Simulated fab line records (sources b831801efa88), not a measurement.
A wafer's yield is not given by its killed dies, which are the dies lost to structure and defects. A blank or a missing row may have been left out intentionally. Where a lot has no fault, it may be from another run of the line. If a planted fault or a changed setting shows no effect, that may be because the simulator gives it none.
2 desks looking at one fault / flow sky130 / each desk has only its own numbers; what lay behind them comes last

## TOOL OWNER'S DESK, implanter-01
For each lot that ran on this tool, the mean over its sampled wafers that have a number, from the tool's own readings at SKY_LDD_LDN_IMPLANT_08. Marked OUT: a lot whose mean sits more than 4 standard deviations from the usual mean, which makes it out of limits; the brackets give that distance.
Columns: A = end_station_pressure_torr at SKY_LDD_LDN_IMPLANT_08, usual 5e-06 Torr
lot=L337; first seen here=day 24 13:38; A=5e-06
lot=L346; first seen here=day 27 21:04; A=5e-06
lot=L347; first seen here=day 28 01:20; A=5e-06
This desk's finding: nothing out of limits on any of the 3 lots.

## AT THE METROLOGY DESK
Means of the sampled wafers that have a number, per lot and without regard to the tool the lot ran on: this is what the gauges read. Marked OUT: a lot whose mean sits more than 4 standard deviations from the usual mean, which makes it out of limits; the brackets give that distance.
Columns: A = LDD_HVP_OVL at SKY_LDD_HVP_OVL_MEAS_07, usual -0.1 nm; B = LDD_HVP_TW at SKY_LDD_HVP_TW_MEAS_10, usual 456; C = LDD_LDN_OVL at SKY_LDD_LDN_OVL_MEAS_07, usual -0.5 nm; D = LDD_LDN_TW at SKY_LDD_LDN_TW_MEAS_13, usual 1474; E = SPACER_CVD_00_THK at SKY_SPACER_THK_MEAS_01, usual 43.3 nm; F = cd_nm at SKY_POLY_CUT_CD_MEAS_08, usual 270.4 nm; G = POLY_CUT_OVL at SKY_POLY_CUT_OVL_MEAS_09, usual -3 nm
lot=L335; first seen here=day 22 08:48; A=-0.3; B=458; C=-0.2; D=1486; E=43.6; F=269.6; G=-3
lot=L337; first seen here=day 23 07:21; A=-0.2; B=456; C=-0.3; D=1478; E=42.9; F=270.1; G=-3
lot=L346; first seen here=day 26 15:41; A=-0.1; B=463; C=-1.3; D=1445; E=43.7; F=272.8; G=-2
lot=L347; first seen here=day 26 20:28; A=-3.3; B=449; C=-0.2; D=1478; E=43.7; F=270.4; G=-5
lot=L350; first seen here=day 27 19:14; A=1.3; B=450; C=-0.7; D=1493; E=43.2; F=271.8; G=-3
lot=L356; first seen here=day 29 16:34; A=1.1; B=462; C=-2.1; D=1494; E=43.6; F=269.1; G=1
This desk's finding: nothing out of limits on any of the 6 lots.

## ALL TOGETHER
The desk of the tool owner found nothing out of limits.
From the metrology desk's view, nothing was out of limits.

## WHAT THE SIMULATOR HAD INSERTED
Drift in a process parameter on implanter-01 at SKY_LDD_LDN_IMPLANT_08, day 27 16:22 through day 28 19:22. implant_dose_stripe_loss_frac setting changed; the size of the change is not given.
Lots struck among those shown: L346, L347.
